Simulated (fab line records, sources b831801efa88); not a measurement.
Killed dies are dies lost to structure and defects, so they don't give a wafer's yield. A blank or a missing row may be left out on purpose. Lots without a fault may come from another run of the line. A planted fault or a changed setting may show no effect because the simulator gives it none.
Which tool did it? | flow sky130 | 12 lots, 36 wafers sampled, at 4 steps of a route of 708

WHAT THE GAUGES READ, wafer by wafer
SKY_VIA4_THK_MEAS_20: measures by xrf.
lot  | measured     | on            | VIA4_W_THK (nm)
L478 | day 43 13:22 | film_metro-04 | 483 488 483
L480 | day 43 17:15 | film_metro-01 | 483 491 500
L479 | day 43 19:31 | film_metro-01 | 491 488 485
L481 | day 43 21:53 | film_metro-02 | 491 492 497
L483 | day 44 07:31 | film_metro-04 | 491 496 493
L485 | day 44 19:38 | film_metro-01 | 493 493 500
L487 | day 45 10:21 | film_metro-01 | 486 482 487
L488 | day 45 18:13 | film_metro-02 | 496 497 498
L489 | day 46 01:44 | film_metro-02 | 503 483 487
L492 | day 46 12:26 | film_metro-01 | 476 477 482
L494 | day 47 03:01 | film_metro-02 | 474 485 479
L495 | day 47 03:16 | film_metro-04 | 484 486 488

SKY_PASSIVATION_THK_MEAS_03.
lot  | measured     | on            | PASSIVATION_CVD_02_THK (nm)
L478 | day 44 13:08 | film_metro-03 | 536 556 542
L480 | day 44 17:35 | film_metro-03 | 546 533 549
L479 | day 44 19:38 | film_metro-04 | 534 536 549
L481 | day 44 21:45 | film_metro-03 | 538 547 536
L483 | day 45 07:20 | film_metro-03 | 541 558 544
L485 | day 45 19:18 | film_metro-04 | 545 537 544
L487 | day 46 09:06 | film_metro-04 | 534 549 542
L488 | day 46 17:52 | film_metro-01 | 543 565 543
L489 | day 47 00:26 | film_metro-03 | 532 553 547
L492 | day 47 10:29 | film_metro-03 | 536 548 542
L494 | day 48 00:39 | film_metro-01 | 534 533 535
L495 | day 48 01:46 | film_metro-03 | 543 532 544

SKY_PAD_OPEN_BOW_MEAS_13.
lot  | measured     | on            | PAD_OPEN_BOW (um)
L478 | day 46 10:50 | film_metro-02 | 33 49 41
L480 | day 46 13:55 | film_metro-02 | 33 47 36
L479 | day 46 15:34 | film_metro-02 | 38 39 37
L481 | day 46 18:51 | film_metro-02 | 41 42 42
L483 | day 47 03:21 | film_metro-02 | 25 39 42
L485 | day 47 14:23 | film_metro-02 | 41 47 51
L487 | day 48 03:16 | film_metro-04 | 41 59 64
L488 | day 48 10:37 | film_metro-02 | 54 53 50
L489 | day 48 17:10 | film_metro-04 | 44 60 51
L492 | day 49 02:37 | film_metro-03 | 63 69 51
L494 | day 49 15:01 | film_metro-03 | 47 51 59
L495 | day 49 16:23 | film_metro-02 | 42 42 53

WHICH TOOL RAN EACH LOT (tool, then ch and the chambers of the sampled wafers, then the start)
lot  | SKY_VIA1_CVD_21
L478 | cvd_w-01 ch 0,1, day 34 16:17
L480 | cvd_w-01 ch 0,1, day 35 00:10
L479 | cvd_w-01 ch 0,1, day 35 01:36
L481 | cvd_w-01 ch 0,1, day 35 06:31
L483 | cvd_w-01 ch 0,1, day 35 16:23
L485 | cvd_w-01 ch 0, day 36 07:08
L487 | cvd_w-02 ch 0,1, day 36 22:58
L488 | cvd_w-02 ch 0,1, day 37 08:32
L489 | cvd_w-02 ch 0,1, day 37 17:40
L492 | cvd_w-02 ch 0,1, day 38 07:11
L494 | cvd_w-02 ch 0,1, day 39 00:34
L495 | cvd_w-02 ch 0,1, day 39 01:26
- SKY_VIA1_CVD_21: deposits W, target thk 270 nm, time 80.902 s.

WHAT THE TOOLS THEMSELVES READ (means of the sampled wafers that have a number; where no wafer has one, the mark that the record gives instead)
SKY_VIA1_CVD_21.
lot  | tool     | heater_power_w (W)
L478 | cvd_w-01 | 907
L480 | cvd_w-01 | 938
L479 | cvd_w-01 | 931
L481 | cvd_w-01 | 930
L483 | cvd_w-01 | 919
L485 | cvd_w-01 | 955
L487 | cvd_w-02 | 944
L488 | cvd_w-02 | 956
L489 | cvd_w-02 | 971
L492 | cvd_w-02 | 954
L494 | cvd_w-02 | 959
L495 | cvd_w-02 | 988

THE ANSWER, worked out from the rows above alone
Rule: what is usual is taken from the lots themselves. Put in order of their means at a reading, lots are off if they are a third of the lots or fewer, leave a main group of 4 or more, and stand apart from it by a gap of 3 or more times the standard deviation of the main group's means; of several such gaps the widest counts. A main group whose means are all the same, to the digits that the tables above print for the reading, isn't used. A lot without any number at a reading at which 4 lots or more have one is off too. The other lots that the step has rows for count as sound. The gauges are gone through in route order, then the tools' own readings, and for those a lot's mean is taken as printed above. The first step at which some lot is off is used, and at that step the reading that is off furthest; a lot without a number counts as furthest.
No lot is off at any reading shown: from this, nothing can be told.

WHAT THE SIMULATOR HAD PUT IN
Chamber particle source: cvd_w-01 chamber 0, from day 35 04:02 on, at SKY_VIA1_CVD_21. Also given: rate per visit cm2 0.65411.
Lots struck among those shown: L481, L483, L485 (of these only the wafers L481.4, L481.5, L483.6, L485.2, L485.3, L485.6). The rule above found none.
